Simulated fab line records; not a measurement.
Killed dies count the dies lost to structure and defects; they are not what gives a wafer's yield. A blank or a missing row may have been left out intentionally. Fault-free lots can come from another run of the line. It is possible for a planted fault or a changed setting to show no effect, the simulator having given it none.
Chamber matching -- flow sky130 -- SKY_SPACER_ETCHBACK_02 on rie-diel-04: 4 sister chambers
The step etches Si3N4 in CH3F/O2, stops on SiO2, time 46.7 s, target depth 45 nm. 14 wafers are shown with their chamber, then 7 later ones without.

## WAFERS WITH THEIR CHAMBER
wafer,chamber,throttle-valve-pct (%),oes-product-au (a.u.)
L601.1,3,10.564,0.853
L601.2,0,10.569,0.855
L601.3,2,10.561,0.863
L605.2,2,10.554,0.857
L605.3,0,10.573,0.852
L605.4,1,10.554,0.852
L610.1,1,10.571,0.854
L610.4,3,10.568,0.870
L610.6,3,10.575,0.855
L611.1,1,10.574,0.864
L611.2,0,10.555,0.862
L611.5,1,10.568,0.862
L613.2,3,10.583,0.853
L613.3,2,10.566,0.861

SIGNATURES, as means of the wafers listed above
reading,chamber 0,chamber 1,chamber 2,chamber 3,scatter within a chamber
throttle-valve-pct,10.56567,10.56675,10.56033,10.57250,0.00834
oes-product-au,0.85633,0.85800,0.86033,0.85775,0.00615
Rule: a wafer's distance from a chamber is the root of the sum, over the readings, of the square of ((its reading less the chamber's mean) divided by the reading's scatter). The wafer belongs to the nearest chamber; if the next one is less than 2 further off, it can't be placed. The scatter is the square root of a quotient: the sum, over the shown wafers, of each reading's squared deviation from its chamber's mean, divided by wafers minus chambers.

## WAFERS MISSING THEIR CHAMBER
wafer,throttle-valve-pct (%),oes-product-au (a.u.)
L613.6,10.576,0.861
L617.3,10.559,0.851
L617.5,10.561,0.846
L617.6,10.548,0.847
L620.2,10.577,0.842
L620.3,10.556,0.844
L620.6,10.563,0.833

## EACH ONE'S CHAMBER
wafer,from the rows above,in truth
L613.6,can't be placed: 3 or 1 or 0 or 2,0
L617.3,can't be placed: 0 or 1 or 2 or 3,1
L617.5,can't be placed: 0 or 1 or 2 or 3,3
L617.6,can't be placed: 0 or 2 or 1 or 3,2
L620.2,can't be placed: 3 or 0 or 1 or 2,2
L620.3,can't be placed: 0 or 1 or 2 or 3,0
L620.6,can't be placed: 0 or 1 or 3 or 2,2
Correctly placed: 0 of 7. Cannot be placed on the basis of these rows: 7; the candidates contain the true chamber in 7. Placed wrongly: 0.
